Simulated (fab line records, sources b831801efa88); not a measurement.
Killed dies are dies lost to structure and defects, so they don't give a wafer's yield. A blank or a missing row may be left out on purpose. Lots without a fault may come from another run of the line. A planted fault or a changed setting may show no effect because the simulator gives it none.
Which tool did it? | flow sky130 | 14 lots, 42 wafers sampled, at 2 steps of a route of 708

WHAT THE GAUGES READ, wafer by wafer
The record holds no reading of a measuring or inspecting step that can be judged against a usual standard deviation.

WHICH TOOL RAN EACH LOT (tool, then ch and the chambers of the sampled wafers, then the start)
lot  | SKY_CONTACT_CVD_24            | SKY_PAD_OPEN_PROBE_99
L944 | cvd_w-01 ch 0, day 31 06:06   | -
L945 | cvd_w-02 ch 0,1, day 31 08:52 | -
L946 | cvd_w-01 ch 0,1, day 32 04:07 | -
L948 | cvd_w-01 ch 0,1, day 32 18:52 | -
L951 | cvd_w-01 ch 0,1, day 33 19:15 | -
L952 | cvd_w-01 ch 0,1, day 33 20:10 | -
L955 | cvd_w-01 ch 0,1, day 35 04:37 | prober-02, day 48 12:58
L957 | cvd_w-01 ch 0,1, day 35 12:44 | prober-01, day 48 17:17
L956 | cvd_w-02 ch 0,1, day 35 19:48 | -
L963 | cvd_w-01 ch 0,1, day 38 14:44 | -
L965 | cvd_w-01 ch 0,1, day 38 15:04 | -
L964 | cvd_w-01 ch 0,1, day 38 16:07 | -
L967 | cvd_w-01 ch 0,1, day 38 17:19 | -
L966 | cvd_w-01 ch 0,1, day 38 20:25 | -
- SKY_CONTACT_CVD_24: deposits W, target thk 340 nm, time 102.12 s.
- SKY_PAD_OPEN_PROBE_99

WHAT THE TOOLS THEMSELVES READ (means of the sampled wafers that have a number; where no wafer has one, the mark that the record gives instead)
SKY_CONTACT_CVD_24. Usual: heater_power_w 904 W, standard deviation 99.
lot  | tool     | heater_power_w (W) | flag
L944 | cvd_w-01 | 854                |
L945 | cvd_w-02 | 832                |
L946 | cvd_w-01 | 951                |
L948 | cvd_w-01 | 949                |
L951 | cvd_w-01 | 941                |
L952 | cvd_w-01 | 902                |
L955 | cvd_w-01 | 918                |
L957 | cvd_w-01 | 962                |
L956 | cvd_w-02 | 835                |
L963 | cvd_w-01 | 918                |
L965 | cvd_w-01 | 950                |
L964 | cvd_w-01 | 948                |
L967 | cvd_w-01 | 941                |
L966 | cvd_w-01 | 940                |

SKY_PAD_OPEN_PROBE_99. Usual: killed_at_M0_to_M3 43, standard deviation 6.2; killed_at_M4_up 2.8, standard deviation 1.7; killed_at_contacts 24, standard deviation 4.8; killed_at_front_end 15, standard deviation 4.3; killed_at_other 0.3, standard deviation 0.55; killed_dies 85, standard deviation 8.4; killed_open 46, standard deviation 6.7; killed_short 38, standard deviation 6.2.
lot  | tool      | killed_at_M0_to_M3 | killed_at_M4_up | killed_at_contacts | killed_at_front_end | killed_at_other | killed_dies | killed_open | killed_short | flag
L955 | prober-02 | 46                 | 2.7             | 70                 | 17                  | 0.0             | 136         | 45          | 41           | OFF
L957 | prober-01 | 40                 | 1.3             | 75                 | 14                  | 0.0             | 130         | 46          | 31           | OFF

THE ANSWER, worked out from the rows above alone
Rule: a lot is off if the mean of its wafers that have a number lies more than 3 standard deviations from the usual mean. A lot without any number at a reading at which 4 lots or more have one is off too. The other lots that the step has rows for count as sound. The gauges are gone through in route order, then the tools' own readings, and for those a lot's mean is taken as printed above. The first step at which some lot is off is used, and at that step the reading that is off furthest; a lot without a number counts as furthest.
Off: L955, L957, at SKY_PAD_OPEN_PROBE_99 (killed_at_contacts). Neither off nor sound, because the step has no rows for them: L944, L945, L946, L948, L951, L952, L956, L963, L965, L964, L967, L966.
A tool fits if, at that step or a process step before it, it ran every lot that is off, and no sound lot after the first of them. One fits: cvd_w-01 at SKY_CONTACT_CVD_24. It ran no sound lot before its first lot that is off in this sample, so the start can't be narrowed down.

WHAT THE SIMULATOR HAD PUT IN
Chamber particle source: cvd_w-01, from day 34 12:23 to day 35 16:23, at SKY_CONTACT_CVD_24. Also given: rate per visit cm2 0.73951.
Lots struck among those shown: L955, L957. The rule above found the same.
